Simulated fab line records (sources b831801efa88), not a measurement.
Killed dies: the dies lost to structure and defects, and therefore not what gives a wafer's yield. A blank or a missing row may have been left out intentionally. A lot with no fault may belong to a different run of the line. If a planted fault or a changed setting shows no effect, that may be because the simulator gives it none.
Chamber matching -- flow sky130 -- SKY_VIA2_CMP_02 on cmp-01 has 4 sister chambers
The step polishes SiO2. 24 wafers are shown with their chamber, then 12 later ones without.

WAFERS PAIRED WITH THEIR CHAMBERS
wafer,chamber,motor_current_A (A)
L074.3,3,9.8
L074.4,0,12.2
L074.5,2,13.9
L077.1,3,10.3
L077.3,1,11.8
L077.5,2,14.5
L078.2,3,10.8
L078.3,1,11.7
L078.4,0,11.9
L078.1,2,14.3
L078.5,0,12.3
L078.6,1,12.0
L089.2,0,11.4
L089.4,3,10.2
L089.6,1,11.8
L089.1,2,13.5
L089.3,1,11.7
L089.5,0,12.5
L090.1,3,10.4
L090.2,0,12.6
L090.4,2,14.0
L093.1,3,10.8
L093.4,0,12.0
L093.5,0,11.8

SIGNATURES (averages over the wafers above)
reading,chamber 0,chamber 1,chamber 2,chamber 3,scatter within a chamber
motor_current_A,12.088,11.800,14.040,10.383,0.351
Rule: a wafer lies at a distance from a chamber equal to the root of the sum of squares, over the readings, of (its reading less the chamber's mean, divided by the reading's scatter). If the next closest chamber is less than 2 further off than the closest, the wafer can't be placed; otherwise it belongs to the closest. How the scatter is found: for the shown wafers, subtract from each reading the mean of its chamber, square and add these, divide the total by (wafers less chambers), then take the root.

WAFERS MISSING THEIR CHAMBER
wafer,motor_current_A (A)
L093.2,13.8
L093.3,11.8
L093.6,10.5
L095.2,10.1
L095.4,11.9
L095.5,13.6
L095.1,12.4
L095.3,13.3
L095.6,11.7
L096.3,14.5
L096.4,11.3
L096.6,12.2

CHAMBER TAKEN BY EACH
wafer,from the rows above,in truth
L093.2,2,2
L093.3,can't be placed: 1 or 0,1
L093.6,3,3
L095.2,3,3
L095.4,can't be placed: 1 or 0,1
L095.5,2,2
L095.1,can't be placed: 0 or 1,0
L095.3,can't be placed: 2 or 0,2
L095.6,can't be placed: 1 or 0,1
L096.3,2,2
L096.4,can't be placed: 1 or 0 or 3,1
L096.6,can't be placed: 0 or 1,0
5 of 12 placed correctly. Can't be placed from these rows: 7 (the true chamber is among the candidates in 7). Number placed wrongly: 0.
